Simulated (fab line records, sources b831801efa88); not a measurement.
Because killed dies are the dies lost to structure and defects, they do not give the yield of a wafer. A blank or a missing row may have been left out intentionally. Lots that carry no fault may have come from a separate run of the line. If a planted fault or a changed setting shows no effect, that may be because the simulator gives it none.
Which of the tools did it? + flow gf180mcu + Sampling: 11 lots, 33 wafers, 3 of 602 route steps

WHAT EACH GAUGE READ, for each wafer
GF_V2_RS_MEAS_24: measurement is done with a four-point probe.
| lot  | measured     | on            | V2_W_RS (ohm/sq)  |
|------|--------------|---------------|-------------------|
| L522 | day 20 05:53 | film_metro-02 | 0.328 0.330 0.327 |
| L524 | day 21 08:49 | film_metro-04 | 0.335 0.331 0.333 |
| L525 | day 21 16:49 | film_metro-04 | 0.325 0.326 0.327 |
| L527 | day 22 13:23 | film_metro-04 | 0.321 0.322 0.319 |
| L534 | day 24 16:52 | film_metro-03 | 0.320 0.290 0.320 |
| L539 | day 26 08:43 | film_metro-04 | 0.331 0.331 0.328 |
| L541 | day 27 02:40 | film_metro-03 | 0.330 0.333 0.330 |
| L542 | day 27 07:03 | film_metro-04 | 0.330 0.329 0.332 |
| L543 | day 27 10:20 | film_metro-04 | 0.329 0.333 0.329 |
| L544 | day 27 20:22 | film_metro-04 | 0.323 0.328 0.321 |
| L545 | day 28 02:06 | film_metro-04 | 0.326 0.326 0.330 |

GF_V2_THK_MEAS_25: measures by xrf.
| lot  | measured     | on            | V2_W_THK (nm) |
|------|--------------|---------------|---------------|
| L522 | day 20 06:00 | film_metro-02 | 345 342 347   |
| L524 | day 21 08:56 | film_metro-04 | 336 340 340   |
| L525 | day 21 16:56 | film_metro-04 | 347 347 344   |
| L527 | day 22 13:29 | film_metro-04 | 355 356 357   |
| L534 | day 24 16:59 | film_metro-03 | 354 387 350   |
| L539 | day 26 08:50 | film_metro-04 | 344 343 348   |
| L541 | day 27 02:46 | film_metro-03 | 349 343 348   |
| L542 | day 27 07:10 | film_metro-04 | 342 345 341   |
| L543 | day 27 10:27 | film_metro-04 | 343 337 342   |
| L544 | day 27 20:29 | film_metro-04 | 350 345 351   |
| L545 | day 28 02:13 | film_metro-04 | 350 348 346   |

TOOL THAT RAN EACH LOT (tool first, then ch and the chambers of the sampled wafers, then the start)
| lot  | GF_V2_CVD_23                  |
|------|-------------------------------|
| L522 | cvd_w-01 ch 0,1, day 20 05:46 |
| L524 | cvd_w-01 ch 1, day 21 08:42   |
| L525 | cvd_w-01 ch 0,1, day 21 16:42 |
| L527 | cvd_w-02 ch 0,1, day 22 13:16 |
| L534 | cvd_w-02 ch 0,1, day 24 16:46 |
| L539 | cvd_w-01 ch 0,1, day 26 08:36 |
| L541 | cvd_w-01 ch 0,1, day 27 02:33 |
| L542 | cvd_w-01 ch 0,1, day 27 06:55 |
| L543 | cvd_w-01 ch 0,1, day 27 10:13 |
| L544 | cvd_w-01 ch 0,1, day 27 20:15 |
| L545 | cvd_w-01 ch 0,1, day 28 01:58 |
- GF_V2_CVD_23: deposits W, target thk 350 nm, time 104.94 s.

WHAT THE TOOLS THEMSELVES READ (means of the sampled wafers that have a number; where no wafer has one, the mark that the record gives instead)
GF_V2_CVD_23.
| lot  | tool     | heater_power_outer_w (W) | heater_power_w (W) |
|------|----------|--------------------------|--------------------|
| L522 | cvd_w-01 | 491                      | 850                |
| L524 | cvd_w-01 | 480                      | 845                |
| L525 | cvd_w-01 | 502                      | 845                |
| L527 | cvd_w-02 | 557                      | 879                |
| L534 | cvd_w-02 | 537                      | 852                |
| L539 | cvd_w-01 | 524                      | 871                |
| L541 | cvd_w-01 | 505                      | 869                |
| L542 | cvd_w-01 | 522                      | 876                |
| L543 | cvd_w-01 | 504                      | 863                |
| L544 | cvd_w-01 | 505                      | 877                |
| L545 | cvd_w-01 | 505                      | 877                |

THE ANSWER, worked out from the rows above alone
Rule: the lots themselves supply what counts as usual. Put in order of their means at a reading, lots are off if they are a third of the lots or fewer, leave a main group of 4 or more, and stand apart from it by a gap of 3 or more times the standard deviation of the main group's means; of several such gaps the widest counts. If all means in a main group match to the digits the tables above print for the reading, that group is not used. Also off: a lot with no number at a reading for which 4 or more lots have one. All remaining lots with rows at the step are treated as sound. The gauges are gone through in route order, then the tools' own readings, and for those a lot's mean is taken as printed above. At the first step where some lot is off, the reading lying furthest off is the one used; lots without a number count as furthest.
Off: L534, seen at GF_V2_RS_MEAS_24 (V2_W_RS). Mean 0.328 ohm/sq and standard deviation 0.0035 in the main group.
If a tool, at a process step before that reading, ran all the lots that are off and no sound lot after the first of them, it fits. Those tools and the gauges at GF_V2_RS_MEAS_24 are tried in the same way. One fits: GF_V2_CVD_23 on cvd_w-02. A fault onset in the window from L527 (day 22 13:16, its last sound lot) to L534 (day 24 16:46, its first lot off) fits.

WHAT HAD BEEN PUT IN BY THE SIMULATOR
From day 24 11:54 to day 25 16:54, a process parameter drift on cvd_w-02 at GF_V2_CVD_23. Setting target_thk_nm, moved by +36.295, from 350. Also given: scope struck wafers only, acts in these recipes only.
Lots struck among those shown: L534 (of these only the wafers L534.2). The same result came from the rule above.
